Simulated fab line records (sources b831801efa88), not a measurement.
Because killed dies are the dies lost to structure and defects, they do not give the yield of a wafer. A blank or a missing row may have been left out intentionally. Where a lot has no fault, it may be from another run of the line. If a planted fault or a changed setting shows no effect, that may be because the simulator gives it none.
Problem report in the 8D (eight disciplines) form, filled by code / flow sky130 / the parts of the form that need people (team, actions taken, sign-off) are left out

== 1. THE PROBLEM ==
SONOS_ONO_CVD_02_THK at SKY_SONOS_ONO_THK_MEAS_03 reads a mean of 15.26 nm on 6 wafers of 2 lots; wafers without a fault read 10.46 nm with a standard deviation of 0.14. Measured from the usual mean, that is +34 standard deviations.
The first sign was on wafer L373.1 at day 16 17:34, on film-metro-03. The record holds 36 wafers of 12 lots with a number at this step. Rule for "out", or "out of limits": more than 4 standard deviations from the usual mean. The rest of the wafers with a number are treated as sound.

== 2. WHAT IT IS, AND WHAT IT ISN'T ==
question=which readings at this step; is=SONOS_ONO_CVD_02_THK; is not=-
question=which lots; is=L373, L374; is not=L357, L359, L360, L361, L362, L364, L366, L368, L369, L370
question=which wafers of those lots; is=all that have a number; is not=-
question=read on which gauges; is=film-metro-03, film-metro-04; is not=film-metro-01
question=when; is=from day 16 17:34; is not=up to then (30 sound wafers)

== 3. SUSPECTS, AND WHAT RULES EACH OUT ==
Counting: any tool at a process step up to the reading is kept as a suspect provided that every lot that is out went through it and no sound lot did after the first of them.
- the gauge at SKY_SONOS_ONO_THK_MEAS_03 is ruled out. The wafers that are out were read on 2 gauges (film-metro-03, film-metro-04).
- lpcvd-02 at SKY_SONOS_ONO_CVD_02 (deposits Si3N4 from DCS/NH3, target thk 10.5 nm, time 180 s): kept. All lots that are out passed through it, beginning with L373 at day 16 16:31, and no sound lot followed; its final sound lot before that point was L370 at day 15 17:29. Its own readings are out on those wafers: spike-tc-bottom-C, spike-tc-centre-C, spike-tc-lower-C, spike-tc-top-C, spike-tc-upper-C, susceptor-temp-C.
Left after counting: lpcvd-02 at SKY_SONOS_ONO_CVD_02.

== 4. THE CAUSE (what the simulator had put in) ==
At SKY_SONOS_ONO_CVD_02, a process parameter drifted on lpcvd-02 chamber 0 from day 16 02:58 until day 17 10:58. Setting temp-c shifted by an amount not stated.
Only this tool survived the counting.

== 5. THE EFFECT CHAIN, in route order ==
Each row: a reading whose mean over the struck wafers that have a number lies more than 3 standard deviations from the usual. Readings are gone through only where the record gives a usual standard deviation; hours: the median, over the lots, of the time from a lot's start at the first step in this table giving one to that lot's start at this step; sigmas: the change measured in usual standard deviations.
hours=0; step=SKY_SONOS_ONO_CVD_02; reading=spike-tc-bottom-C; usual=791.5 C; on struck wafers=812.8; change=+21.3; sigmas=+22
hours=0; step=SKY_SONOS_ONO_CVD_02; reading=spike-tc-centre-C; usual=770.0 C; on struck wafers=790.5; change=+20.5; sigmas=+19
hours=0; step=SKY_SONOS_ONO_CVD_02; reading=spike-tc-lower-C; usual=770.4 C; on struck wafers=790.7; change=+20.3; sigmas=+20
hours=0; step=SKY_SONOS_ONO_CVD_02; reading=spike-tc-top-C; usual=782.5 C; on struck wafers=798.3; change=+15.8; sigmas=+5.4
hours=0; step=SKY_SONOS_ONO_CVD_02; reading=spike-tc-upper-C; usual=770.6 C; on struck wafers=792.3; change=+21.7; sigmas=+20
hours=0; step=SKY_SONOS_ONO_CVD_02; reading=susceptor-temp-C; usual=770.1 C; on struck wafers=790.7; change=+20.6; sigmas=+53
hours=1; step=SKY_SONOS_ONO_THK_MEAS_03; reading=SONOS_ONO_CVD_02_THK; usual=10.46 nm; on struck wafers=15.26; change=+4.79; sigmas=+34
Its process steps:
- SKY_SONOS_ONO_CVD_02: deposits Si3N4 from DCS/NH3, target thk 10.5 nm, time 180 s.
Later measuring or inspecting steps at which every struck wafer that the step has a row for has a number for every such reading, and none has moved that far: SKY_POLY_CUT_OVL_MEAS_09.

== 6. HOW IT WOULD HAVE BEEN CAUGHT EARLIER ==
In this record the first reading out of limits at a measuring or inspecting step was taken at day 16 17:34, 15 hours after the fault began at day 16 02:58.
The tool's own readings at SKY_SONOS_ONO_CVD_02 were out on every struck wafer that the step has a row for (spike-tc-bottom-C, spike-tc-centre-C, spike-tc-lower-C, spike-tc-top-C, spike-tc-upper-C, susceptor-temp-C): an alarm limit on them would have fired on the first of those.
Lots out: 2; of these, L374 started SKY_SONOS_ONO_CVD_02 on lpcvd-02 after day 16 17:34. Holding the tool at that time would have saved it.
